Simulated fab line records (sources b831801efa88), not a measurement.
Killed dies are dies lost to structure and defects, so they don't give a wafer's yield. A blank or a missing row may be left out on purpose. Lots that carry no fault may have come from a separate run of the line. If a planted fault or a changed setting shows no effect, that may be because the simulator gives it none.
Matching of chambers ; flow gf180mcu ; cmp-02 running GF_V5_CMP_04: 4 sister chambers
The step polishes SiO2. 8 wafers are shown with their chamber, then 7 later ones without.

## WAFERS, EACH WITH ITS CHAMBER
wafer;chamber;motor_current_A (A);head_pressure_psi (psi)
L548.4;0;13.5;4.007
L548.5;3;12.4;3.996
L549.5;2;12.3;4.003
L553.2;1;11.3;4.014
L553.4;0;13.4;4.018
L553.6;2;12.2;3.988
L564.2;1;11.5;4.003
L564.3;3;13.0;3.996

## WAFERS WITH NO CHAMBER GIVEN
wafer;motor_current_A (A);head_pressure_psi (psi)
L564.5;13.7;4.011
L568.1;13.4;3.999
L568.3;10.7;4.000
L568.5;12.9;4.003
L569.3;11.6;4.004
L569.5;11.4;4.003
L569.6;12.2;3.984

## WHICH CHAMBER EACH ONE RAN IN
wafer;from the rows above;in truth
L564.5;0;0
L568.1;can't be placed: 0 or 3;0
L568.3;1;1
L568.5;can't be placed: 3 or 0 or 2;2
L569.3;can't be placed: 1 or 2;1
L569.5;1;1
L569.6;can't be placed: 2 or 3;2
Correct placement for 3 of the 7. Cannot be placed on the basis of these rows: 4; the candidates contain the true chamber in 4. Placed wrongly: 0.
How it was worked out, from the rows above alone: a wafer's distance from a chamber is the root of the sum, over the readings, of the square of ((its reading less the chamber's mean) divided by the reading's scatter). The wafer belongs to the nearest chamber; if the next one is less than 2 further off, it can't be placed. A chamber's mean is the mean of its shown wafers. How the scatter is found: for the shown wafers, subtract from each reading the mean of its chamber, square and add these, divide the total by (wafers less chambers), then take the root.
